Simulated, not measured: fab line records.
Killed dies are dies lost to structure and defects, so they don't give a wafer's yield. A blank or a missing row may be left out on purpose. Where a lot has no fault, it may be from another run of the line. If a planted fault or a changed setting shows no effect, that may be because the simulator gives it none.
A lot that was struck, set against a sound lot / flow gf180mcu / 20 out of 602 route steps
Sound: wafers L645.3, L645.4, L645.5. Struck: wafers L638.2, L638.4, L638.5. Last of all comes the cause.
For every step that has rows: the tool of each side, followed by ch and its chambers, followed by its first start. Under that, the readings that differ: sound wafers / struck wafers / difference of the means / sigmas: that difference in standard deviations of wafers without a fault.
alike: a reading whose means differ by less than 2 such deviations, as well as words and numbers matching on both sides. not compared: withheld readings; readings where some wafer has no value; bounds like >300 that might hide an equal value; numbers whose values overlap and for which the record gives no deviation.
A row with sigmas, a row that says differs or no value, or rows on one side alone: a step with any of these is where the two part. When numbers do not overlap yet have no deviation, they are printed without sigmas and do not part them. Lack of a reading on every wafer of one side parts them only where that side has two or more wafers.

first, 1 step without rows for these wafers: GF_V5_CVD_00 (deposits SiO2, target thk 300 nm, time 47.94 s).
GF_V5_THK_MEAS_01:
  sound on filmMetro-04 at day 31 18:55; struck on filmMetro-03 at day 29 22:22
  alike: V5_CVD_00_THK
GF_V5_CVD_02: deposits SiO2 from TEOS, target thk 1450 nm, time 163.28 s.
  sound on pecvd-02 ch 0,1, day 31 18:57; struck on pecvd-01 ch 0,1,2, day 29 22:25
  alike: heaterPowerW
GF_V5_THK_MEAS_03:
  sound on filmMetro-02 at day 31 19:05; struck on filmMetro-03 at day 29 22:32
  alike: V5_CVD_02_THK
GF_V5_CMP_04: polishes SiO2.
  sound on cmp-01 ch 1,3, day 31 19:10; struck on cmp-02 ch 0,2,3, day 29 22:35
  alike: motorCurrentA
GF_V5_BOW_MEAS_05:
  sound on filmMetro-03 at day 31 19:28; struck on filmMetro-02 at day 29 22:55
  alike: V5_BOW
then, 6 steps without rows for these wafers: GF_V5_DEHYDRATE_06 (time 60 s); GF_V5_HMDS_07 (prime time 60 s); GF_V5_COAT_08; GF_V5_COAT_09 (resist thk 1000 nm); GF_V5_SOFTBAKE_10 (time 60 s); GF_V5_EXPOSE_11 (exposes mask Via5, target cd 260 nm).
GF_V5_PEB_12: peb time 90 s.
  sound on lithoTrack-02 ch 0, day 32 11:31; struck on lithoTrack-01 ch 0, day 30 16:36
reading=heaterPowerTotalW (W); sound=85.74 85.57 85.66; struck=88.20 88.26 88.31; difference=+2.60; sigmas=+33
then, 1 step without rows for these wafers: GF_V5_DEVELOP_13 (develop time 60 s).
GF_V5_CD_MEAS_14 targets a cd of 260 nm.
  sound on cdSem-01 at day 32 11:50; struck on cdSem-02 at day 30 16:56
  alike: cdNm
GF_V5_OVL_MEAS_15:
  sound on overlay-02 at day 32 11:56; struck on overlay-02 at day 30 17:02
  alike: V5_OVL
GF_V5_ETCH_16: etches BARC in N2/H2.
  sound on rieDiel-01 ch 1,2, day 32 11:57; struck on rieDiel-02 ch 1,3, day 30 17:04
  alike: chamberPressureMTorr, drypumpMotorCurrentA, oesProductAu, throttleValvePct
  not compared: model.V5.cdNm
GF_V5_ETCH_17: etches SiO2 in C4F8/O2/Ar, stops on TiN, target depth 855 nm.
  sound: rieDiel-01 ch 1,2; struck: rieDiel-02 ch 1,3
  alike: chamberPressureMTorr, oesProductAu
  not compared: model.V5.cdNm
GF_V5_STRIP_18: strips in O2/N2.
  sound on plasmaAsher-01 ch 0,1, day 32 12:08; struck on plasmaAsher-01 ch 0,1, day 30 17:14
  alike: chamberPressureMTorr, drypumpMotorCurrentA, heaterPowerW, o2FlowSccm, oesProductAu
  not compared: rfHoursCounterH
following that, these wafers have no rows for 1 step: GF_PASSIVATION_PROBE_99.

== WHERE THEY PART ==
At GF_V5_PEB_12 and nowhere else, as far as this record goes. Later steps at which nothing parts them and some readings are alike: GF_V5_CD_MEAS_14, GF_V5_OVL_MEAS_15, GF_V5_ETCH_16, GF_V5_ETCH_17, GF_V5_STRIP_18.

WHY: the cause the simulator had injected
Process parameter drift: lithoTrack-01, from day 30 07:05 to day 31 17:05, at GF_V5_PEB_12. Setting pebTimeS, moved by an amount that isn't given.
